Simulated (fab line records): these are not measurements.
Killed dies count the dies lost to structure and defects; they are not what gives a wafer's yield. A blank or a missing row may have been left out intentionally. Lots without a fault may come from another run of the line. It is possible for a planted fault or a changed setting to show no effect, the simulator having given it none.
fab line records | flow gf180mcu
record: lots: 13 | wafers: 39 | last-day: 34
route steps=602 shown VT_IMPLANT@131 CONTACT@291 M1@332
lots that met no fault: taken from a fault-free run of the same line
start-h: hours from the record's opening day to when the first of the lot's shown wafers began | wait-h: hours from the lot's prior step to this one | " as in the row above | L1.1+2: several wafers, shown together as one row | - no value, or no start given | * or withheld: withheld | < > ~ a bound
route shown NAME@n: a module of which the file shows steps, and the number in the route of the first | usual: mean/standard deviation taken from wafers without a fault | same: alike in all rows | chamber/n: place in a boat | sites: the reading at each site | _std_site: how widely they spread, as a standard deviation | _edge_site: mean of outer sites minus mean of inner sites | radius-mm: for every site, how far away it sits from the centre of the wafer | mask NAME#n: copy n | behind: tool/chamber where the wafer was last shaped | hold: what put the lot on hold/how long, in hours/how the hold closed | device: the transistor (n, p or np) that didn't switch | end of line: at the end of the route, the tests of the same wafers | a step with no rows: only its recipe | killed: count of dies lost to structure and defects at first sort (not the wafer's yield) | map: shows each die of a wafer: x if killed, . if not, _ if none is there
set.NAME: the run value of the setting; set.NAME@STEP: its run value at that earlier step | model.NAME: the simulator's own value behind a step, which no gauge read
a sample of lots followed through the steps of the route, with each step as a table and each wafer as a row
services: a tool's chamber out of use, with start hour (start-h, from the record's first day; less than 0 if before it), hours out, and reason
== steps ==
step: GF_VT_IMPLANT_IMPLANT_41
recipe: species: As | energy-kev: 70 | dose-cm2: 1.013e+12 | tilt-deg: 7
usual: beam-on-s: 9.98/0.18 | dose-ions-cm2: 1.013e+12/1.1e+09 | faraday-current-uA: 5.73/0.098 | tilt-deg: 6.996/0.018
lot.wafer | tool         | chamber | start-h | wait-h | beam-on-s | dose-ions-cm2 | faraday-current-uA | tilt-deg
L251.2    | implanter-03 | 0       | 162.70  | 0.0    | 9.82      | 1.013e+12     | 5.84               | 6.966
L251.3    | "            | 0       | "       | "      | 10.15     | 1.0113e+12    | 5.65               | 6.989
L251.6    | "            | 0       | "       | "      | 9.95      | 1.0122e+12    | 5.75               | 6.988
L252.1    | implanter-03 | 0       | 168.37  | 0.0    | 10.14     | 1.0127e+12    | 5.62               | 6.980
L252.3    | "            | 0       | "       | "      | 10.15     | 1.0132e+12    | 5.62               | 6.993
L252.5    | "            | 0       | "       | "      | 9.98      | 1.0141e+12    | 5.70               | 7.009
L254.1    | implanter-03 | 0       | 182.67  | 0.0    | 9.79      | 1.0129e+12    | 5.86               | 6.982
L254.3    | "            | 0       | "       | "      | 9.73      | 1.0115e+12    | 5.87               | 6.987
L254.6    | "            | 0       | "       | "      | 9.95      | 1.0123e+12    | 5.74               | 7.013
L255.3    | implanter-01 | 0       | 188.65  | 0.1    | 10.10     | 1.0144e+12    | 5.69               | 6.974
L255.4    | "            | 0       | "       | "      | 9.64      | 1.0131e+12    | 5.90               | 6.994
L255.6    | "            | 0       | "       | "      | 10.07     | 1.0125e+12    | 5.70               | 7.000
L257.1    | implanter-01 | 0       | 200.72  | 0.0    | 9.86      | 1.016e+12     | 5.80               | 6.973
L257.3    | "            | 0       | "       | "      | 10.03     | 1.0142e+12    | 5.70               | 6.977
L257.4    | "            | 0       | "       | "      | 10.13     | 1.0138e+12    | 5.65               | 6.974
L259.3    | implanter-03 | 0       | 215.47  | 0.1    | 9.99      | 1.0143e+12    | 5.73               | 7.014
L259.5    | "            | 0       | "       | "      | 10.21     | 1.012e+12     | 5.61               | 6.978
L259.6    | "            | 0       | "       | "      | 10.31     | 1.015e+12     | 5.55               | 6.980
L260.1    | implanter-02 | 0       | 222.92  | 0.0    | 10.00     | 1.0139e+12    | 5.70               | 6.997
L260.2    | "            | 0       | "       | "      | 9.92      | 1.0116e+12    | 5.76               | 7.009
L260.6    | "            | 0       | "       | "      | 10.01     | 1.0122e+12    | 5.73               | 6.985
L262.2    | implanter-02 | 0       | 237.60  | 0.0    | 10.06     | 1.0123e+12    | 5.66               | 6.989
L262.5    | "            | 0       | "       | "      | 10.19     | 1.0139e+12    | 5.63               | 6.999
L262.6    | "            | 0       | "       | "      | 10.05     | 1.0146e+12    | 5.68               | 7.018
L264.2    | implanter-02 | 0       | 252.95  | 0.0    | 10.05     | 1.2513e+12    | 7.01               | 6.965
L264.4    | "            | 0       | "       | "      | 10.01     | 1.2539e+12    | 7.07               | 6.976
L264.5    | "            | 0       | "       | "      | 10.13     | 1.2521e+12    | 6.97               | 6.960
L266.3    | implanter-03 | 0       | 263.12  | 0.1    | 10.25     | 1.0139e+12    | 5.60               | 7.020
L266.4    | "            | 0       | "       | "      | 9.67      | 1.0115e+12    | 5.90               | 7.032
L266.6    | "            | 0       | "       | "      | 10.18     | 1.0108e+12    | 5.63               | 6.983
L267.1    | implanter-02 | 0       | 271.16  | 0.0    | 10.01     | 1.2532e+12    | 7.07               | 6.969
L267.2    | "            | 0       | "       | "      | 9.73      | 1.2522e+12    | 7.26               | 6.982
L267.3    | "            | 0       | "       | "      | 10.10     | 1.2518e+12    | 7.03               | 7.002
L272.1    | implanter-03 | 0       | 307.36  | 0.0    | 10.08     | 1.0135e+12    | 5.69               | 6.991
L272.3    | "            | 0       | "       | "      | 10.18     | 1.0139e+12    | 5.58               | 6.998
L272.6    | "            | 0       | "       | "      | 9.81      | 1.0126e+12    | 5.79               | 6.994
L273.2    | implanter-01 | 0       | 314.57  | 0.0    | 10.27     | 1.0128e+12    | 5.59               | 7.009
L273.3    | "            | 0       | "       | "      | 9.81      | 1.0123e+12    | 5.82               | 7.031
L273.4    | "            | 0       | "       | "      | 9.69      | 1.0138e+12    | 5.88               | 7.027
step: GF_VT_IMPLANT_TW_MEAS_43
usual: VT_IMPLANT_4_TW: 689/3.7
lot.wafer | tool          | chamber | start-h | wait-h | VT_IMPLANT_4_TW
L251.2    | film-metro-02 | -       | 162.93  | 0.1    | 681
L251.3    | "             | -       | "       | "      | 684
L251.6    | "             | -       | "       | "      | 683
L252.1    | film-metro-01 | -       | 168.62  | 0.1    | 692
L252.3    | "             | -       | "       | "      | 694
L252.5    | "             | -       | "       | "      | 690
L254.1    | film-metro-01 | -       | 182.92  | 0.1    | 688
L254.3    | "             | -       | "       | "      | 692
L254.6    | "             | -       | "       | "      | 693
L255.3    | film-metro-02 | -       | 188.87  | 0.1    | 688
L255.4    | "             | -       | "       | "      | 691
L255.6    | "             | -       | "       | "      | 689
L257.1    | film-metro-01 | -       | 200.97  | 0.1    | 689
L257.3    | "             | -       | "       | "      | 687
L257.4    | "             | -       | "       | "      | 685
L259.3    | film-metro-01 | -       | 215.69  | 0.1    | 688
L259.5    | "             | -       | "       | "      | 693
L259.6    | "             | -       | "       | "      | 692
L260.1    | film-metro-01 | -       | 223.17  | 0.1    | 693
L260.2    | "             | -       | "       | "      | 689
L260.6    | "             | -       | "       | "      | 691
L262.2    | film-metro-01 | -       | 237.83  | 0.1    | 685
L262.5    | "             | -       | "       | "      | 689
L262.6    | "             | -       | "       | "      | 691
L264.2    | film-metro-02 | -       | 253.18  | 0.1    | 735
L264.4    | "             | -       | "       | "      | 732
L264.5    | "             | -       | "       | "      | 735
L266.3    | film-metro-01 | -       | 263.34  | 0.1    | 690
L266.4    | "             | -       | "       | "      | 687
L266.6    | "             | -       | "       | "      | 687
L267.1    | film-metro-02 | -       | 271.41  | 0.1    | 737
L267.2    | "             | -       | "       | "      | 733
L267.3    | "             | -       | "       | "      | 735
L272.1    | film-metro-03 | -       | 307.61  | 0.1    | 692
L272.3    | "             | -       | "       | "      | 692
L272.6    | "             | -       | "       | "      | 693
L273.2    | film-metro-02 | -       | 314.81  | 0.1    | 689
L273.3    | "             | -       | "       | "      | 687
L273.4    | "             | -       | "       | "      | 689
step: GF_CONTACT_CMP_04
recipe: material: SiO2 | down-force-psi: 4 | platen-rpm: 60 | pad-velocity-m-s: 0.94248
usual: motor-current-A: 12.1/1.3 | time-to-endpoint-s: 113/6.3
lot.wafer | tool   | chamber | start-h | wait-h | motor-current-A | time-to-endpoint-s
L251.2    | cmp-02 | 0       | 349.59  | 0.0    | 11.6            | 109
L251.3    | "      | 3       | "       | "      | 12.3            | 108
L251.6    | "      | 0       | "       | "      | 11.8            | 113
L252.1    | cmp-02 | 0       | 357.65  | 0.1    | 11.2            | 112
L252.3    | "      | 2       | "       | "      | 13.6            | 112
L252.5    | "      | 3       | "       | "      | 12.7            | 121
L254.1    | cmp-02 | 3       | 372.00  | 0.1    | 13.0            | 109
L254.3    | "      | 0       | "       | "      | 11.7            | 96
L254.6    | "      | 2       | "       | "      | 13.5            | 117
L255.3    | cmp-01 | 1       | 377.47  | 0.0    | 13.4            | 110
L255.4    | "      | 2       | "       | "      | 11.7            | 123
L255.6    | "      | 2       | "       | "      | 11.8            | 117
L257.4    | cmp-01 | 0       | 397.89  | 0.0    | 13.1            | 112
L257.1    | "      | 1       | "       | "      | 13.4            | 113
L257.3    | "      | 3       | "       | "      | 10.7            | 109
L259.3    | cmp-01 | 3       | 418.34  | 0.1    | 11.6            | 103
L259.5    | "      | 2       | "       | "      | 11.4            | 112
L259.6    | "      | 3       | "       | "      | 11.0            | 100
L260.1    | cmp-02 | 0       | 425.29  | 0.1    | 11.4            | 98
L260.2    | "      | 2       | "       | "      | 14.1            | 103
L260.6    | "      | 0       | "       | "      | 11.3            | 107
L262.2    | cmp-02 | 3       | 448.47  | 0.1    | 13.1            | 112
L262.6    | "      | 1       | "       | "      | 9.3             | 121
L262.5    | "      | 2       | "       | "      | 13.3            | 112
L264.2    | cmp-01 | 0       | 466.10  | 0.0    | 12.7            | 107
L264.4    | "      | 3       | "       | "      | 11.5            | 113
L264.5    | "      | 0       | "       | "      | 12.8            | 114
L266.3    | cmp-02 | 1       | 479.60  | 0.0    | 10.1            | 107
L266.4    | "      | 3       | "       | "      | 12.8            | 115
L266.6    | "      | 1       | "       | "      | 10.2            | 116
L267.1    | cmp-02 | 0       | 488.81  | 0.1    | 11.5            | 110
L267.3    | "      | 1       | "       | "      | 9.8             | 107
L267.2    | "      | 2       | "       | "      | 13.8            | 119
L272.3    | cmp-01 | 2       | 530.77  | 0.0    | 11.6            | 120
L272.1    | "      | 0       | "       | "      | 12.5            | 120
L272.6    | "      | 2       | "       | "      | 11.4            | 129
L273.3    | cmp-01 | 1       | 539.58  | 0.1    | 13.0            | 122
L273.2    | "      | 2       | "       | "      | 11.8            | 117
L273.4    | "      | 3       | "       | "      | 11.9            | 120
step: GF_CONTACT_BOW_MEAS_05
recipe: mode: bow
usual: CONTACT_BOW: 66/6.8
lot.wafer | tool          | chamber | start-h | wait-h | CONTACT_BOW[um]
L251.2    | film-metro-02 | -       | 349.91  | 0.3    | 64
L251.3    | "             | -       | "       | "      | 63
L251.6    | "             | -       | "       | "      | 63
L252.1    | film-metro-03 | -       | 357.90  | 0.2    | 72
L252.3    | "             | -       | "       | "      | 58
L252.5    | "             | -       | "       | "      | 67
L254.1    | film-metro-02 | -       | 372.20  | 0.1    | 65
L254.3    | "             | -       | "       | "      | 68
L254.6    | "             | -       | "       | "      | 60
L255.3    | film-metro-04 | -       | 377.81  | 0.3    | 82
L255.4    | "             | -       | "       | "      | 86
L255.6    | "             | -       | "       | "      | 59
L257.1    | film-metro-03 | -       | 398.19  | 0.2    | 62
L257.3    | "             | -       | "       | "      | 70
L257.4    | "             | -       | "       | "      | 72
L259.3    | film-metro-03 | -       | 418.63  | 0.2    | 63
L259.5    | "             | -       | "       | "      | 63
L259.6    | "             | -       | "       | "      | 72
L260.1    | film-metro-02 | -       | 425.59  | 0.2    | 62
L260.2    | "             | -       | "       | "      | 50
L260.6    | "             | -       | "       | "      | 64
L262.2    | film-metro-03 | -       | 448.69  | 0.2    | 55
L262.5    | "             | -       | "       | "      | 62
L262.6    | "             | -       | "       | "      | 69
L264.2    | film-metro-03 | -       | 466.42  | 0.3    | 69
L264.4    | "             | -       | "       | "      | 64
L264.5    | "             | -       | "       | "      | 55
L266.3    | film-metro-04 | -       | 479.94  | 0.3    | 77
L266.4    | "             | -       | "       | "      | 65
L266.6    | "             | -       | "       | "      | 81
L267.1    | film-metro-04 | -       | 489.06  | 0.2    | 74
L267.2    | "             | -       | "       | "      | 66
L267.3    | "             | -       | "       | "      | 60
L272.1    | film-metro-02 | -       | 531.07  | 0.1    | 61
L272.3    | "             | -       | "       | "      | 66
L272.6    | "             | -       | "       | "      | 62
L273.2    | film-metro-02 | -       | 539.85  | 0.2    | 52
L273.3    | "             | -       | "       | "      | 65
L273.4    | "             | -       | "       | "      | 65
step: GF_M1_STRIP_17
recipe: chemistry: O2/N2 | power-w: 1400 | pressure-mtorr: 1500 | platen-temp-c: 250 | o2-flow-sccm: 3000 | n2-flow-sccm: 300 | overash-fraction: 0.5
usual: drypump-motor-current-A: 5.7/0.36 | heater-power-w: 329/16 | oes-product-au: 0.558/0.005 | strip-time-to-endpoint-s: 7.86/0.036
lot.wafer | tool            | chamber | start-h | wait-h | drypump-motor-current-A | heater-power-w | oes-product-au | rf-hours-counter-h | strip-time-to-endpoint-s
L251.2    | plasma-asher-02 | 1       | 397.25  | 0.1    | 6.1                     | 312            | 0.558          | 31                 | 7.88
L251.3    | "               | 0       | "       | "      | 5.4                     | 316            | 0.559          | -                  | 7.88
L251.6    | "               | 1       | "       | "      | 6.1                     | 316            | 0.573          | -                  | 7.96
L252.1    | plasma-asher-02 | 1       | 406.15  | 0.1    | 6.0                     | 321            | 0.554          | 32                 | 7.84
L252.3    | "               | 0       | "       | "      | 5.4                     | 324            | 0.558          | -                  | 7.85
L252.5    | "               | 1       | "       | "      | 6.1                     | 319            | 0.553          | -                  | 7.84
L254.1    | plasma-asher-03 | 0       | 421.51  | 0.2    | 6.1                     | 321            | 0.559          | 60                 | 7.85
L254.3    | "               | 1       | "       | "      | 5.5                     | 350            | 0.554          | -                  | 7.88
L254.6    | "               | 0       | "       | "      | 6.1                     | 323            | 0.559          | -                  | 7.89
L255.3    | plasma-asher-02 | 1       | 426.45  | 0.1    | 6.0                     | 300            | 0.561          | -                  | 7.89
L255.4    | "               | 0       | "       | "      | 5.4                     | 317            | 0.550          | -                  | 7.89
L255.6    | "               | 1       | "       | "      | 6.0                     | 316            | 0.563          | -                  | 7.90
L257.1    | plasma-asher-03 | 1       | 448.14  | 0.1    | 5.5                     | 344            | 0.550          | 63                 | 7.85
L257.3    | "               | 1       | "       | "      | 5.5                     | 341            | 0.556          | -                  | 7.82
L257.4    | "               | 0       | "       | "      | 6.1                     | 316            | 0.557          | -                  | 7.78
L259.3    | plasma-asher-03 | 0       | 469.07  | 0.1    | 6.1                     | 323            | 0.569          | -                  | 7.93
L259.5    | "               | 1       | "       | "      | 5.5                     | 336            | 0.562          | -                  | 7.83
L259.6    | "               | 0       | "       | "      | 6.1                     | 323            | 0.568          | -                  | 7.95
L260.1    | plasma-asher-02 | 1       | 476.18  | 0.1    | 6.0                     | 316            | 0.557          | 40                 | 7.87
L260.2    | "               | 0       | "       | "      | 5.4                     | 317            | 0.570          | 40                 | 7.89
L260.6    | "               | 0       | "       | "      | 5.4                     | 318            | 0.556          | -                  | 7.90
L262.2    | plasma-asher-03 | 0       | 497.48  | 0.1    | 6.1                     | 322            | 0.562          | 68                 | 7.87
L262.5    | "               | 1       | "       | "      | 5.5                     | 344            | 0.562          | -                  | 7.86
L262.6    | "               | 0       | "       | "      | 6.1                     | 325            | 0.557          | -                  | 7.88
L264.2    | plasma-asher-01 | 1       | 515.19  | 0.1    | 5.1                     | 362            | 0.554          | 9                  | 7.86
L264.4    | "               | 1       | "       | "      | 5.1                     | 375            | 0.562          | -                  | 7.86
L264.5    | "               | 1       | "       | "      | 5.1                     | 363            | 0.563          | -                  | 7.91
L266.3    | plasma-asher-02 | 0       | 529.95  | 0.1    | 5.4                     | 318            | 0.555          | -                  | 7.87
L266.4    | "               | 1       | "       | "      | 6.0                     | 320            | 0.562          | -                  | 7.87
L266.6    | "               | 0       | "       | "      | 5.4                     | 315            | 0.550          | -                  | 7.87
L267.1    | plasma-asher-03 | 0       | 536.91  | 0.1    | 6.1                     | 321            | 0.554          | 72                 | 7.80
L267.2    | "               | 1       | "       | "      | 5.5                     | 342            | 0.551          | 72                 | 7.80
L267.3    | "               | 1       | "       | "      | 5.5                     | 346            | 0.561          | -                  | 7.82
L272.1    | plasma-asher-02 | 0       | 577.13  | 0.1    | 5.4                     | 323            | 0.567          | 51                 | 7.87
L272.3    | "               | 1       | "       | "      | 6.0                     | 322            | 0.561          | -                  | 7.86
L272.6    | "               | 1       | "       | "      | 6.0                     | 318            | 0.559          | -                  | 7.88
L273.2    | plasma-asher-02 | 0       | 585.80  | 0.1    | 5.4                     | 320            | 0.555          | 52                 | 7.80
L273.3    | "               | 0       | "       | "      | 5.4                     | 315            | 0.554          | -                  | 7.83
L273.4    | "               | 1       | "       | "      | 6.0                     | 322            | 0.557          | -                  | 7.83
== services ==
tool            | chamber | start-h | hours | kind
cmp-02          | -       | 138.84  | 11.0  | pm
cmp-01          | -       | 168.08  | 0.4   | repair
implanter-03    | -       | 176.80  | 5.6   | repair
cmp-01          | -       | 189.00  | 4.5   | repair
cmp-02          | -       | 189.17  | 1.2   | repair
cmp-02          | -       | 204.96  | 1.0   | repair
plasma-asher-02 | -       | 212.00  | 0.4   | repair
cmp-02          | -       | 218.23  | 5.4   | pm
cmp-01          | -       | 232.21  | 4.0   | pm
cmp-01          | -       | 239.49  | 4.7   | pm
cmp-02          | -       | 250.15  | 1.3   | repair
implanter-03    | -       | 271.92  | 2.6   | repair
implanter-03    | -       | 276.18  | 3.6   | repair
implanter-03    | -       | 283.57  | 3.5   | repair
implanter-03    | -       | 293.82  | 6.2   | repair
cmp-02          | -       | 316.88  | 7.0   | pm
cmp-01          | -       | 335.26  | 5.5   | pm
implanter-03    | -       | 345.48  | 4.1   | pm
implanter-03    | -       | 352.72  | 2.9   | repair
cmp-02          | -       | 404.21  | 4.0   | pm
cmp-01          | -       | 447.14  | 1.3   | repair
implanter-03    | -       | 492.87  | 1.2   | repair
cmp-02          | -       | 525.08  | 3.2   | repair
plasma-asher-02 | -       | 540.48  | 2.8   | pm
== key ==
first-sign: step: GF_VT_IMPLANT_IMPLANT_41 | reading: dose-ions-cm2 | direction: up | sigmas: 99+ | usual: 1.013e+12 | struck: 1.2524e+12
effect: step: GF_VT_IMPLANT_IMPLANT_41 | reading: faraday-current-uA | direction: up | sigmas: 14 | usual: 5.73 | struck: 7.07
effect: step: GF_VT_IMPLANT_TW_MEAS_43 | reading: VT_IMPLANT_4_TW | direction: up | sigmas: 12 | usual: 689 | struck: 735
met-at GF_VT_IMPLANT_IMPLANT_41
struck-lots L264,L267
tester-left-out L264,L267
not-acting-at GF_CONTACT_CMP_04,GF_CONTACT_BOW_MEAS_05,GF_M1_STRIP_17
onset-between 237.60 252.95
fault: kind: process-parameter-drift | tool: implanter-02 | chamber: - | onset-h: 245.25 | steps: GF_VT_IMPLANT_IMPLANT_41 | channel: dose-cm2 | offset: 2.3956e+11 | shape: step | end-h: 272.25 | acts-in: these-recipes-only | stated: 1.013e+12
tester-left-out: of these lots the tester's yield and bins aren't shown, on N5 and GAA mostly nor the transistor test; their killed dies are dies lost to structure and defects alone, not to doping, threshold or leakage, so they don't give the yield
